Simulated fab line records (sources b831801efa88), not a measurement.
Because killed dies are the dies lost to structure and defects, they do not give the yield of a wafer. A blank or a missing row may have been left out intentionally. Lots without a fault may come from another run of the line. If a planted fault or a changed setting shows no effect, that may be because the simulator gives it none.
The tool behind it: which one? / flow gf180mcu / 13 lots, 39 wafers sampled, at 6 steps of a route of 602

== WHAT THE GAUGES READ, wafer by wafer ==
GF_MVPSD_OVL_MEAS_07.
lot=L187; measured=day 5 23:49; on=overlay-02; MVPSD_OVL (nm)=-0.2 -0.3 1.1
lot=L188; measured=day 6 03:20; on=overlay-02; MVPSD_OVL (nm)=0.4 0.5 1.0
lot=L190; measured=day 6 08:05; on=overlay-02; MVPSD_OVL (nm)=-1.0 0.5 0.1
lot=L192; measured=day 6 23:59; on=overlay-01; MVPSD_OVL (nm)=-1.1 -0.9 0.8
lot=L193; measured=day 7 09:46; on=overlay-01; MVPSD_OVL (nm)=1.3 2.4 0.7
lot=L194; measured=day 7 14:23; on=overlay-01; MVPSD_OVL (nm)=-1.3 -0.5 0.3
lot=L196; measured=day 8 03:48; on=overlay-01; MVPSD_OVL (nm)=- - -
lot=L197; measured=day 8 07:31; on=overlay-01; MVPSD_OVL (nm)=-0.8 0.4 -0.8
lot=L201; measured=day 9 07:32; on=overlay-02; MVPSD_OVL (nm)=0.5 1.5 3.2
lot=L204; measured=day 10 04:42; on=overlay-02; MVPSD_OVL (nm)=0.9 2.3 2.1
lot=L205; measured=day 10 11:32; on=overlay-02; MVPSD_OVL (nm)=0.6 1.0 -0.1
lot=L206; measured=day 10 16:38; on=overlay-01; MVPSD_OVL (nm)=-2.4 -0.7 0.3
lot=L207; measured=day 10 21:08; on=overlay-01; MVPSD_OVL (nm)=0.6 0.0 -0.9

GF_MVPSD_TW_MEAS_11.
lot=L187; measured=day 6 00:14; on=film metro-04; MVPSD_TW=563 559 560
lot=L188; measured=day 6 03:47; on=film metro-01; MVPSD_TW=542 541 545
lot=L190; measured=day 6 08:31; on=film metro-03; MVPSD_TW=552 559 556
lot=L192; measured=day 7 00:25; on=film metro-01; MVPSD_TW=545 549 544
lot=L193; measured=day 7 10:11; on=film metro-03; MVPSD_TW=558 556 556
lot=L194; measured=day 7 14:50; on=film metro-03; MVPSD_TW=555 555 554
lot=L196; measured=day 8 04:14; on=film metro-04; MVPSD_TW=30 31 30
lot=L197; measured=day 8 07:57; on=film metro-01; MVPSD_TW=544 543 542
lot=L201; measured=day 9 07:59; on=film metro-01; MVPSD_TW=555 549 552
lot=L204; measured=day 10 05:08; on=film metro-04; MVPSD_TW=563 562 562
lot=L205; measured=day 10 11:58; on=film metro-04; MVPSD_TW=558 560 560
lot=L206; measured=day 10 17:04; on=film metro-03; MVPSD_TW=561 566 566
lot=L207; measured=day 10 21:35; on=film metro-04; MVPSD_TW=562 560 562

GF_VT_IMPLANT_TW_MEAS_10.
lot=L187; measured=day 6 16:29; on=film metro-03; VT_IMPLANT_TW=569 564 565
lot=L188; measured=day 6 19:33; on=film metro-02; VT_IMPLANT_TW=561 559 560
lot=L190; measured=day 7 00:20; on=film metro-04; VT_IMPLANT_TW=577 576 575
lot=L192; measured=day 7 17:06; on=film metro-02; VT_IMPLANT_TW=563 564 567
lot=L193; measured=day 8 03:41; on=film metro-02; VT_IMPLANT_TW=564 568 565
lot=L194; measured=day 8 08:11; on=film metro-02; VT_IMPLANT_TW=563 565 565
lot=L196; measured=day 8 21:31; on=film metro-02; VT_IMPLANT_TW=693 699 699
lot=L197; measured=day 9 01:24; on=film metro-03; VT_IMPLANT_TW=561 561 561
lot=L201; measured=day 10 01:16; on=film metro-04; VT_IMPLANT_TW=570 572 570
lot=L204; measured=day 10 22:54; on=film metro-03; VT_IMPLANT_TW=577 573 576
lot=L205; measured=day 11 06:18; on=film metro-02; VT_IMPLANT_TW=567 565 568
lot=L206; measured=day 11 12:08; on=film metro-03; VT_IMPLANT_TW=571 570 574
lot=L207; measured=day 11 16:35; on=film metro-03; VT_IMPLANT_TW=571 574 571

GF_CONTACT_CD_MEAS_14: the cd target is 220 nm.
lot=L187; measured=day 17 21:53; on=cd sem-01; cd nm (nm)=223.0 222.6 222.2
lot=L188; measured=day 18 00:29; on=cd sem-01; cd nm (nm)=220.8 221.3 220.3
lot=L190; measured=day 18 07:05; on=cd sem-02; cd nm (nm)=217.5 218.1 217.9
lot=L192; measured=day 19 01:54; on=cd sem-02; cd nm (nm)=220.0 218.5 218.8
lot=L193; measured=day 19 17:12; on=cd sem-01; cd nm (nm)=220.8 219.7 220.5
lot=L194; measured=day 20 04:41; on=cd sem-02; cd nm (nm)=218.8 219.9 220.0
lot=L196; measured=day 20 12:31; on=cd sem-02; cd nm (nm)=222.1 221.9 222.8
lot=L197; measured=day 20 22:27; on=cd sem-01; cd nm (nm)=223.4 221.9 221.2
lot=L201; measured=day 22 07:39; on=cd sem-02; cd nm (nm)=220.8 220.1 221.8
lot=L204; measured=day 23 11:10; on=cd sem-02; cd nm (nm)=217.7 218.5 218.7
lot=L205; measured=day 23 14:36; on=cd sem-02; cd nm (nm)=219.8 218.9 219.7
lot=L206; measured=day 23 23:03; on=cd sem-02; cd nm (nm)=220.2 218.3 218.3
lot=L207; measured=day 24 07:41; on=cd sem-01; cd nm (nm)=220.1 220.9 221.0

== WHICH TOOL RAN EACH LOT (tool, then ch and the chambers of the sampled wafers, then the start) ==
lot=L187; GF_MVPSD_EXPOSE_04=iline stepper-02 ch 0, day 5 16:46; GF_VT_IMPLANT_STRIP_42=plasma asher-02 ch 0,1, day 8 17:47
lot=L188; GF_MVPSD_EXPOSE_04=iline stepper-01 ch 0, day 5 21:02; GF_VT_IMPLANT_STRIP_42=plasma asher-04 ch 0,1, day 8 22:41
lot=L190; GF_MVPSD_EXPOSE_04=iline stepper-02 ch 0, day 6 00:31; GF_VT_IMPLANT_STRIP_42=plasma asher-01 ch 0,1, day 9 02:53
lot=L192; GF_MVPSD_EXPOSE_04=iline stepper-01 ch 0, day 6 16:52; GF_VT_IMPLANT_STRIP_42=plasma asher-02 ch 0,1, day 9 21:11
lot=L193; GF_MVPSD_EXPOSE_04=iline stepper-01 ch 0, day 7 01:13; GF_VT_IMPLANT_STRIP_42=plasma asher-02 ch 0,1, day 10 08:03
lot=L194; GF_MVPSD_EXPOSE_04=iline stepper-02 ch 0, day 7 07:22; GF_VT_IMPLANT_STRIP_42=plasma asher-01 ch 0,1, day 10 13:41
lot=L196; GF_MVPSD_EXPOSE_04=iline stepper-02 ch 0, day 7 18:46; GF_VT_IMPLANT_STRIP_42=plasma asher-01 ch 0,1, day 11 02:32
lot=L197; GF_MVPSD_EXPOSE_04=iline stepper-02 ch 0, day 7 23:46; GF_VT_IMPLANT_STRIP_42=plasma asher-04 ch 0,1, day 11 08:11
lot=L201; GF_MVPSD_EXPOSE_04=iline stepper-01 ch 0, day 8 23:11; GF_VT_IMPLANT_STRIP_42=plasma asher-04 ch 0,1, day 12 10:44
lot=L204; GF_MVPSD_EXPOSE_04=iline stepper-01 ch 0, day 9 19:56; GF_VT_IMPLANT_STRIP_42=plasma asher-01 ch 1, day 13 09:24
lot=L205; GF_MVPSD_EXPOSE_04=iline stepper-02 ch 0, day 10 01:56; GF_VT_IMPLANT_STRIP_42=plasma asher-02 ch 0,1, day 13 16:59
lot=L206; GF_MVPSD_EXPOSE_04=iline stepper-02 ch 0, day 10 08:20; GF_VT_IMPLANT_STRIP_42=plasma asher-02 ch 0,1, day 13 23:08
lot=L207; GF_MVPSD_EXPOSE_04=iline stepper-01 ch 0, day 10 13:02; GF_VT_IMPLANT_STRIP_42=plasma asher-04 ch 0,1, day 14 04:08
- GF_MVPSD_EXPOSE_04: exposes mask MVPSD, target cd 1000 nm.
- GF_VT_IMPLANT_STRIP_42: strips in O2/N2.

== WHAT THE TOOLS THEMSELVES READ (means of the sampled wafers that have a number; where no wafer has one, the mark that the record gives instead) ==
GF_MVPSD_EXPOSE_04.
lot=L187; tool=iline stepper-02; reticle temp C (C)=23.06
lot=L188; tool=iline stepper-01; reticle temp C (C)=23.00
lot=L190; tool=iline stepper-02; reticle temp C (C)=23.00
lot=L192; tool=iline stepper-01; reticle temp C (C)=23.09
lot=L193; tool=iline stepper-01; reticle temp C (C)=23.12
lot=L194; tool=iline stepper-02; reticle temp C (C)=23.00
lot=L196; tool=iline stepper-02; reticle temp C (C)=22.86
lot=L197; tool=iline stepper-02; reticle temp C (C)=23.02
lot=L201; tool=iline stepper-01; reticle temp C (C)=23.05
lot=L204; tool=iline stepper-01; reticle temp C (C)=23.05
lot=L205; tool=iline stepper-02; reticle temp C (C)=22.98
lot=L206; tool=iline stepper-02; reticle temp C (C)=22.96
lot=L207; tool=iline stepper-01; reticle temp C (C)=22.99

GF_VT_IMPLANT_STRIP_42.
lot=L187; tool=plasma asher-02; chamber pressure mTorr (mTorr)=1498.1; drypump motor current A (A)=5.4; heater power w (W)=362; oes product au (a.u.)=0.718; platen temp c (C)=249.90; strip time to endpoint s (s)=12.61
lot=L188; tool=plasma asher-04; chamber pressure mTorr (mTorr)=1500.1; drypump motor current A (A)=6.3; heater power w (W)=358; oes product au (a.u.)=0.715; platen temp c (C)=249.75; strip time to endpoint s (s)=12.64
lot=L190; tool=plasma asher-01; chamber pressure mTorr (mTorr)=1500.5; drypump motor current A (A)=5.3; heater power w (W)=316; oes product au (a.u.)=0.720; platen temp c (C)=250.04; strip time to endpoint s (s)=12.67
lot=L192; tool=plasma asher-02; chamber pressure mTorr (mTorr)=1499.3; drypump motor current A (A)=5.5; heater power w (W)=330; oes product au (a.u.)=0.714; platen temp c (C)=250.22; strip time to endpoint s (s)=12.60
lot=L193; tool=plasma asher-02; chamber pressure mTorr (mTorr)=1500.1; drypump motor current A (A)=5.5; heater power w (W)=327; oes product au (a.u.)=0.713; platen temp c (C)=249.86; strip time to endpoint s (s)=12.69
lot=L194; tool=plasma asher-01; chamber pressure mTorr (mTorr)=1500.6; drypump motor current A (A)=5.3; heater power w (W)=317; oes product au (a.u.)=0.718; platen temp c (C)=249.90; strip time to endpoint s (s)=12.64
lot=L196; tool=plasma asher-01; chamber pressure mTorr (mTorr)=1500.6; drypump motor current A (A)=5.3; heater power w (W)=319; oes product au (a.u.)=0.721; platen temp c (C)=250.11; strip time to endpoint s (s)=12.57
lot=L197; tool=plasma asher-04; chamber pressure mTorr (mTorr)=1500.5; drypump motor current A (A)=5.9; heater power w (W)=321; oes product au (a.u.)=0.714; platen temp c (C)=250.14; strip time to endpoint s (s)=12.62
lot=L201; tool=plasma asher-04; chamber pressure mTorr (mTorr)=1499.7; drypump motor current A (A)=5.9; heater power w (W)=320; oes product au (a.u.)=0.712; platen temp c (C)=249.99; strip time to endpoint s (s)=12.60
lot=L204; tool=plasma asher-01; chamber pressure mTorr (mTorr)=1500.7; drypump motor current A (A)=6.2; heater power w (W)=326; oes product au (a.u.)=0.714; platen temp c (C)=250.09; strip time to endpoint s (s)=12.62
lot=L205; tool=plasma asher-02; chamber pressure mTorr (mTorr)=1500.5; drypump motor current A (A)=5.4; heater power w (W)=359; oes product au (a.u.)=0.722; platen temp c (C)=249.96; strip time to endpoint s (s)=12.67
lot=L206; tool=plasma asher-02; chamber pressure mTorr (mTorr)=1500.4; drypump motor current A (A)=5.5; heater power w (W)=333; oes product au (a.u.)=0.717; platen temp c (C)=249.94; strip time to endpoint s (s)=12.63
lot=L207; tool=plasma asher-04; chamber pressure mTorr (mTorr)=1500.1; drypump motor current A (A)=5.9; heater power w (W)=327; oes product au (a.u.)=0.717; platen temp c (C)=249.83; strip time to endpoint s (s)=12.64

== THE ANSWER, worked out from the rows above alone ==
Rule: what is usual is taken from the lots themselves. The widest of any qualifying gaps counts: lots, ordered by their means at a reading, are off when they make up no more than a third of the lots, leave a main group of 4 or more, and stand apart from it by 3 or more times the standard deviation of that group's means. A main group whose means are all the same, to the digits that the tables above print for the reading, isn't used. Also off: a lot with no number at a reading for which 4 or more lots have one. Any other lot the step has rows for is counted as sound. First the gauges in route order, then the tools' own readings, where a lot's mean is used as printed above. At the first step where some lot is off, the reading lying furthest off is the one used; lots without a number count as furthest.
Off: L196, seen at GF_MVPSD_OVL_MEAS_07 (MVPSD_OVL). Without a number there: L196. Main group: mean 0.3 nm, sd 0.88.
If a tool, at a process step before that reading, ran all the lots that are off and no sound lot after the first of them, it fits. Not tried: the gauges at GF_MVPSD_OVL_MEAS_07; whatever is off there is also off at GF_MVPSD_TW_MEAS_11, on other tools, and gauge error can't account for it. No candidate that was tried fits.

== WHAT HAD BEEN PUT IN BY THE SIMULATOR ==
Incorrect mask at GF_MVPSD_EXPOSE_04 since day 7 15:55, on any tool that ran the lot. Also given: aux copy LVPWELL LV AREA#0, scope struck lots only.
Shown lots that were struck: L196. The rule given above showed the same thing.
